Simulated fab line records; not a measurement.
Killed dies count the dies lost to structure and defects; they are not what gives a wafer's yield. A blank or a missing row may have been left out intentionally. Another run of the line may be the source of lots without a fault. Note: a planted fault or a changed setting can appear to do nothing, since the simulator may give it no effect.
A single fault, viewed from 2 desks + flow sky130 + only its own numbers are on each desk; what lay behind them is given at the end

== TOOL OWNER'S DESK, pvd-sputter-03 ==
The tool's own readings at SKY_METAL1_SPUTTER_00 (material Ti, target thk 15 nm, time 10 s): means of the sampled wafers that have a number, for each lot that ran on this tool. Marked OUT: a lot whose mean sits more than 4 standard deviations from the usual mean, which makes it out of limits; the brackets give that distance.
Columns: A = throttle-valve-pct at SKY_METAL1_SPUTTER_00, usual 29.4 %
| lot  | first seen here | A    |
|------|-----------------|------|
| L404 | day 34 05:56    | 29.7 |
| L408 | day 35 12:19    | 28.8 |
| L410 | day 35 22:34    | 29.8 |
| L419 | day 38 13:08    | 29.7 |
This desk found nothing out of limits on any of the 4 lots.

== METROLOGY DESK ==
What the gauges read for every lot (on any tool): the sampled wafers with a number, averaged. Marked OUT: a lot whose mean sits more than 4 standard deviations from the usual mean, which makes it out of limits; the brackets give that distance.
Columns: A = CONTACT_W_RS at SKY_CONTACT_RS_MEAS_25, usual 0.339 ohm/sq; B = CONTACT_W_THK at SKY_CONTACT_THK_MEAS_26, usual 329 nm
| lot  | first seen here | A     | B   |
|------|-----------------|-------|-----|
| L399 | day 32 05:11    | 0.340 | 327 |
| L404 | day 34 05:28    | 0.345 | 323 |
| L408 | day 35 11:28    | 0.333 | 334 |
| L410 | day 35 22:06    | 0.343 | 323 |
| L416 | day 37 16:10    | 0.343 | 325 |
| L419 | day 38 12:39    | 0.342 | 327 |
This desk found nothing out of limits on any of the 6 lots.

== PUT TOGETHER ==
Nothing out of limits was seen by the tool owner's desk.
Metrology desk: nothing out of limits seen.

== WHAT THE SIMULATOR HAD PUT IN ==
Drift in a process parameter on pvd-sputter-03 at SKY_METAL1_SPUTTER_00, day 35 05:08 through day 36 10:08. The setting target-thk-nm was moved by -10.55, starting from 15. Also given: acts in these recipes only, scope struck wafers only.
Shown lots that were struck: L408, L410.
